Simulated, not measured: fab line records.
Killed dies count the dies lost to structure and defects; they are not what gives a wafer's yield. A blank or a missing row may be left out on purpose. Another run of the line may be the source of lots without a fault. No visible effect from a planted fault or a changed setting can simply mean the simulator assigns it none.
What tool caused it? || flow sky130 || 12 lots, 36 wafers sampled, at 5 steps of a route of 708

== WHAT EACH GAUGE READ, for each wafer ==
SKY_LI_CONTACT_THK_MEAS_01.
{"lot": "L627", "measured": "day 28 14:31", "on": "film-metro-03", "LI_CONTACT_HDPCVD_THK (nm)": "930 937 928"}
{"lot": "L628", "measured": "day 29 07:08", "on": "film-metro-02", "LI_CONTACT_HDPCVD_THK (nm)": "934 932 938"}
{"lot": "L630", "measured": "day 29 13:10", "on": "film-metro-04", "LI_CONTACT_HDPCVD_THK (nm)": "931 934 933"}
{"lot": "L632", "measured": "day 30 07:01", "on": "film-metro-03", "LI_CONTACT_HDPCVD_THK (nm)": "927 922 933"}
{"lot": "L633", "measured": "day 30 14:31", "on": "film-metro-03", "LI_CONTACT_HDPCVD_THK (nm)": "930 946 942"}
{"lot": "L634", "measured": "day 31 02:53", "on": "film-metro-02", "LI_CONTACT_HDPCVD_THK (nm)": "939 940 940"}
{"lot": "L637", "measured": "day 32 07:01", "on": "film-metro-03", "LI_CONTACT_HDPCVD_THK (nm)": "923 942 935"}
{"lot": "L640", "measured": "day 32 17:08", "on": "film-metro-04", "LI_CONTACT_HDPCVD_THK (nm)": "939 1543 1534"}
{"lot": "L644", "measured": "day 33 22:34", "on": "film-metro-02", "LI_CONTACT_HDPCVD_THK (nm)": "943 937 938"}
{"lot": "L646", "measured": "day 34 17:28", "on": "film-metro-02", "LI_CONTACT_HDPCVD_THK (nm)": "938 924 930"}
{"lot": "L647", "measured": "day 35 03:05", "on": "film-metro-04", "LI_CONTACT_HDPCVD_THK (nm)": "925 954 941"}
{"lot": "L649", "measured": "day 35 11:55", "on": "film-metro-02", "LI_CONTACT_HDPCVD_THK (nm)": "945 951 925"}

SKY_LI_CONTACT_CD_MEAS_12: the cd target is 170 nm.
{"lot": "L627", "measured": "day 29 18:23", "on": "cd-sem-02", "cd-nm (nm)": "169.8 168.4 169.7"}
{"lot": "L628", "measured": "day 30 12:14", "on": "cd-sem-02", "cd-nm (nm)": "171.2 170.5 168.3"}
{"lot": "L630", "measured": "day 30 17:52", "on": "cd-sem-02", "cd-nm (nm)": "169.1 171.5 169.8"}
{"lot": "L632", "measured": "day 31 11:08", "on": "cd-sem-01", "cd-nm (nm)": "169.6 169.8 169.2"}
{"lot": "L633", "measured": "day 31 18:49", "on": "cd-sem-02", "cd-nm (nm)": "170.6 168.5 169.0"}
{"lot": "L634", "measured": "day 32 06:42", "on": "cd-sem-01", "cd-nm (nm)": "170.0 170.4 170.7"}
{"lot": "L637", "measured": "day 33 10:50", "on": "cd-sem-01", "cd-nm (nm)": "169.6 170.0 170.6"}
{"lot": "L640", "measured": "day 33 20:42", "on": "cd-sem-02", "cd-nm (nm)": "172.0 172.5 171.6"}
{"lot": "L644", "measured": "day 35 02:08", "on": "cd-sem-02", "cd-nm (nm)": "172.2 171.7 169.6"}
{"lot": "L646", "measured": "day 35 21:07", "on": "cd-sem-02", "cd-nm (nm)": "168.6 169.0 168.8"}
{"lot": "L647", "measured": "day 36 06:25", "on": "cd-sem-01", "cd-nm (nm)": "170.3 171.3 170.8"}
{"lot": "L649", "measured": "day 36 14:35", "on": "cd-sem-02", "cd-nm (nm)": "170.2 170.2 169.0"}

SKY_LI_CONTACT_RS_MEAS_22: measurement is done with a four-point probe.
{"lot": "L627", "measured": "day 29 19:14", "on": "film-metro-04", "LI_CONTACT_W_RS (ohm/sq)": "0.287 0.279 0.284"}
{"lot": "L628", "measured": "day 30 13:05", "on": "film-metro-04", "LI_CONTACT_W_RS (ohm/sq)": "0.282 0.282 0.285"}
{"lot": "L630", "measured": "day 30 18:42", "on": "film-metro-04", "LI_CONTACT_W_RS (ohm/sq)": "0.279 0.283 0.285"}
{"lot": "L632", "measured": "day 31 11:59", "on": "film-metro-02", "LI_CONTACT_W_RS (ohm/sq)": "0.285 0.283 0.285"}
{"lot": "L633", "measured": "day 31 19:39", "on": "film-metro-04", "LI_CONTACT_W_RS (ohm/sq)": "0.290 0.287 0.286"}
{"lot": "L634", "measured": "day 32 07:32", "on": "film-metro-03", "LI_CONTACT_W_RS (ohm/sq)": "0.288 0.278 0.286"}
{"lot": "L637", "measured": "day 33 11:41", "on": "film-metro-03", "LI_CONTACT_W_RS (ohm/sq)": "0.288 0.286 0.285"}
{"lot": "L640", "measured": "day 33 21:32", "on": "film-metro-03", "LI_CONTACT_W_RS (ohm/sq)": "0.287 0.293 0.293"}
{"lot": "L644", "measured": "day 35 03:02", "on": "film-metro-03", "LI_CONTACT_W_RS (ohm/sq)": "0.276 0.279 0.281"}
{"lot": "L646", "measured": "day 35 21:57", "on": "film-metro-03", "LI_CONTACT_W_RS (ohm/sq)": "0.282 0.282 0.279"}
{"lot": "L647", "measured": "day 36 07:15", "on": "film-metro-03", "LI_CONTACT_W_RS (ohm/sq)": "0.281 0.276 0.280"}
{"lot": "L649", "measured": "day 36 15:26", "on": "film-metro-04", "LI_CONTACT_W_RS (ohm/sq)": "0.283 0.280 0.285"}

== WHAT TOOL EACH LOT RAN ON (gives the tool, then ch and the chambers of the sampled wafers, and finally the start) ==
{"lot": "L627", "SKY_LI_CONTACT_HDPCVD_00": "hdpcvd-02 ch 1,2, day 28 14:25", "SKY_LI_CONTACT_CMP_02": "cmp-01 ch 0,2, day 28 14:38"}
{"lot": "L628", "SKY_LI_CONTACT_HDPCVD_00": "hdpcvd-02 ch 0,2, day 29 06:59", "SKY_LI_CONTACT_CMP_02": "cmp-01 ch 0,1,2, day 29 07:20"}
{"lot": "L630", "SKY_LI_CONTACT_HDPCVD_00": "hdpcvd-01 ch 0,2, day 29 13:04", "SKY_LI_CONTACT_CMP_02": "cmp-02 ch 2,3, day 29 13:13"}
{"lot": "L632", "SKY_LI_CONTACT_HDPCVD_00": "hdpcvd-01 ch 0,1, day 30 06:55", "SKY_LI_CONTACT_CMP_02": "cmp-02 ch 0,1, day 30 07:04"}
{"lot": "L633", "SKY_LI_CONTACT_HDPCVD_00": "hdpcvd-01 ch 0,1,2, day 30 14:25", "SKY_LI_CONTACT_CMP_02": "cmp-02 ch 1,3, day 30 14:34"}
{"lot": "L634", "SKY_LI_CONTACT_HDPCVD_00": "hdpcvd-02 ch 0,1, day 31 02:46", "SKY_LI_CONTACT_CMP_02": "cmp-01 ch 1,2,3, day 31 03:04"}
{"lot": "L637", "SKY_LI_CONTACT_HDPCVD_00": "hdpcvd-01 ch 1,2, day 32 06:55", "SKY_LI_CONTACT_CMP_02": "cmp-02 ch 2,3, day 32 07:04"}
{"lot": "L640", "SKY_LI_CONTACT_HDPCVD_00": "hdpcvd-01 ch 0,1, day 32 17:01", "SKY_LI_CONTACT_CMP_02": "cmp-01 ch 0,1,3, day 32 17:17"}
{"lot": "L644", "SKY_LI_CONTACT_HDPCVD_00": "hdpcvd-02 ch 0,1,2, day 33 22:28", "SKY_LI_CONTACT_CMP_02": "cmp-01 ch 2,3, day 33 22:37"}
{"lot": "L646", "SKY_LI_CONTACT_HDPCVD_00": "hdpcvd-02 ch 0,1, day 34 17:22", "SKY_LI_CONTACT_CMP_02": "cmp-01 ch 1,2,3, day 34 17:41"}
{"lot": "L647", "SKY_LI_CONTACT_HDPCVD_00": "hdpcvd-02 ch 0,2, day 35 02:58", "SKY_LI_CONTACT_CMP_02": "cmp-02 ch 0,1,3, day 35 03:14"}
{"lot": "L649", "SKY_LI_CONTACT_HDPCVD_00": "hdpcvd-02 ch 0,1,2, day 35 11:49", "SKY_LI_CONTACT_CMP_02": "cmp-02 ch 1,2, day 35 11:58"}
- SKY_LI_CONTACT_HDPCVD_00: deposits PSG, target thk 930 nm, time 155 s.
- SKY_LI_CONTACT_CMP_02: polishes PSG.

== AS READ BY THE TOOLS THEMSELVES (means over the sampled wafers that have a number; for cases with no such wafer, the mark the record gives instead) ==
SKY_LI_CONTACT_HDPCVD_00.
{"lot": "L627", "tool": "hdpcvd-02", "sih4-flow-sccm (sccm)": 60.14}
{"lot": "L628", "tool": "hdpcvd-02", "sih4-flow-sccm (sccm)": 60.10}
{"lot": "L630", "tool": "hdpcvd-01", "sih4-flow-sccm (sccm)": 60.09}
{"lot": "L632", "tool": "hdpcvd-01", "sih4-flow-sccm (sccm)": 60.05}
{"lot": "L633", "tool": "hdpcvd-01", "sih4-flow-sccm (sccm)": 60.14}
{"lot": "L634", "tool": "hdpcvd-02", "sih4-flow-sccm (sccm)": 59.95}
{"lot": "L637", "tool": "hdpcvd-01", "sih4-flow-sccm (sccm)": 60.18}
{"lot": "L640", "tool": "hdpcvd-01", "sih4-flow-sccm (sccm)": 59.86}
{"lot": "L644", "tool": "hdpcvd-02", "sih4-flow-sccm (sccm)": 59.90}
{"lot": "L646", "tool": "hdpcvd-02", "sih4-flow-sccm (sccm)": 60.02}
{"lot": "L647", "tool": "hdpcvd-02", "sih4-flow-sccm (sccm)": 60.21}
{"lot": "L649", "tool": "hdpcvd-02", "sih4-flow-sccm (sccm)": 60.12}

SKY_LI_CONTACT_CMP_02.
{"lot": "L627", "tool": "cmp-01", "edge-zone-pressure-frac": 0.999, "motor-current-A (A)": 12.6, "time-to-endpoint-s (s)": 31}
{"lot": "L628", "tool": "cmp-01", "edge-zone-pressure-frac": 0.997, "motor-current-A (A)": 12.6, "time-to-endpoint-s (s)": 33}
{"lot": "L630", "tool": "cmp-02", "edge-zone-pressure-frac": 0.999, "motor-current-A (A)": 12.1, "time-to-endpoint-s (s)": 28}
{"lot": "L632", "tool": "cmp-02", "edge-zone-pressure-frac": 0.996, "motor-current-A (A)": 13.1, "time-to-endpoint-s (s)": 32}
{"lot": "L633", "tool": "cmp-02", "edge-zone-pressure-frac": 1.005, "motor-current-A (A)": 11.7, "time-to-endpoint-s (s)": 31}
{"lot": "L634", "tool": "cmp-01", "edge-zone-pressure-frac": 0.999, "motor-current-A (A)": 13.0, "time-to-endpoint-s (s)": 34}
{"lot": "L637", "tool": "cmp-02", "edge-zone-pressure-frac": 1.002, "motor-current-A (A)": 10.9, "time-to-endpoint-s (s)": 28}
{"lot": "L640", "tool": "cmp-01", "edge-zone-pressure-frac": 0.998, "motor-current-A (A)": 13.0, "time-to-endpoint-s (s)": 72}
{"lot": "L644", "tool": "cmp-01", "edge-zone-pressure-frac": 0.999, "motor-current-A (A)": 12.6, "time-to-endpoint-s (s)": 33}
{"lot": "L646", "tool": "cmp-01", "edge-zone-pressure-frac": 1.000, "motor-current-A (A)": 13.2, "time-to-endpoint-s (s)": 31}
{"lot": "L647", "tool": "cmp-02", "edge-zone-pressure-frac": 0.992, "motor-current-A (A)": 12.5, "time-to-endpoint-s (s)": 32}
{"lot": "L649", "tool": "cmp-02", "edge-zone-pressure-frac": 1.003, "motor-current-A (A)": 12.8, "time-to-endpoint-s (s)": 31}

== THE ANSWER, worked out from the rows above alone ==
Rule: the usual values come from the lots themselves. The widest of any qualifying gaps counts: lots, ordered by their means at a reading, are off when they make up no more than a third of the lots, leave a main group of 4 or more, and stand apart from it by 3 or more times the standard deviation of that group's means. A main group is skipped when, at the precision printed for the reading in the tables above, its means are all equal. Also off: a lot with no number at a reading for which 4 or more lots have one. Where the step has rows for the other lots, those lots are counted as sound. The gauges are gone through in route order, then the tools' own readings, and for those a lot's mean is taken as printed above. The first step at which some lot is off is used, and at that step the reading that is off furthest; a lot without a number counts as furthest.
Off: L640, at SKY_LI_CONTACT_THK_MEAS_01 (LI_CONTACT_HDPCVD_THK). Main group: mean 935 nm, sd 4.4.
If a tool, at a process step before that reading, ran all the lots that are off and no sound lot after the first of them, it fits. The gauges at SKY_LI_CONTACT_THK_MEAS_01 aren't tried: what is off there is off at SKY_LI_CONTACT_CMP_02 too, on other tools, and a gauge's error can't cause that. One candidate fits, namely hdpcvd-01 at SKY_LI_CONTACT_HDPCVD_00. Its last sound lot is L637 (day 32 06:55), its first lot that is off L640 (day 32 17:01): a fault that began between those two fits.

== WHAT HAD BEEN PUT IN BY THE SIMULATOR ==
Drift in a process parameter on hdpcvd-01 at SKY_LI_CONTACT_HDPCVD_00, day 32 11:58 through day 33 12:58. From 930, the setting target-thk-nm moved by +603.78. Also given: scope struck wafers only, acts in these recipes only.
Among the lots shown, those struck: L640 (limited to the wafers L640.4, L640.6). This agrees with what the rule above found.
